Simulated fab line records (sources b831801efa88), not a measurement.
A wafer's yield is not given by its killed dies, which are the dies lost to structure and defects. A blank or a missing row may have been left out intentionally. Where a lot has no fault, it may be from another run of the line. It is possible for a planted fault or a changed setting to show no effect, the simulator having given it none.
Chamber matching | flow sky130 | SKY_VIA1_HDPCVD_00 on hdpcvd-01 has 3 sister chambers
The step deposits SiO2, target thk 1030 nm, time 171.7 s. 6 wafers are shown with their chamber, then 9 later ones without.

## WAFERS, EACH WITH ITS CHAMBER
wafer  | chamber | sih4_flow_sccm (sccm)
L219.2 | 1       | 60.11
L219.5 | 0       | 59.89
L219.6 | 2       | 59.98
L221.2 | 2       | 60.15
L221.4 | 1       | 59.69
L221.5 | 0       | 60.01

## WAFERS MISSING THEIR CHAMBER
wafer  | sih4_flow_sccm (sccm)
L220.1 | 60.07
L220.2 | 59.72
L220.4 | 59.89
L222.1 | 60.25
L222.2 | 60.06
L222.3 | 60.01
L225.1 | 59.81
L225.2 | 60.09
L225.3 | 60.33

## WHICH CHAMBER EACH WENT THROUGH
wafer  | from the rows above          | in truth
L220.1 | can't be placed: 2 or 0 or 1 | 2
L220.2 | can't be placed: 1 or 0 or 2 | 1
L220.4 | can't be placed: 1 or 0 or 2 | 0
L222.1 | can't be placed: 2 or 0 or 1 | 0
L222.2 | can't be placed: 2 or 0 or 1 | 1
L222.3 | can't be placed: 2 or 0 or 1 | 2
L225.1 | can't be placed: 1 or 0 or 2 | 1
L225.2 | can't be placed: 2 or 0 or 1 | 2
L225.3 | can't be placed: 2 or 0 or 1 | 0
0 of 9 placed correctly. Not placeable from these rows: 9 (in 9, the candidates include the true chamber). Number placed wrongly: 0.
How it was worked out, from the rows above alone: a wafer's distance from a chamber is the root of the sum, over the readings, of the square of ((its reading less the chamber's mean) divided by the reading's scatter). If the next closest chamber is less than 2 further off than the closest, the wafer can't be placed; otherwise it belongs to the closest. Each chamber's mean is taken over the wafers shown for it. How the scatter is found: for the shown wafers, subtract from each reading the mean of its chamber, square and add these, divide the total by (wafers less chambers), then take the root.
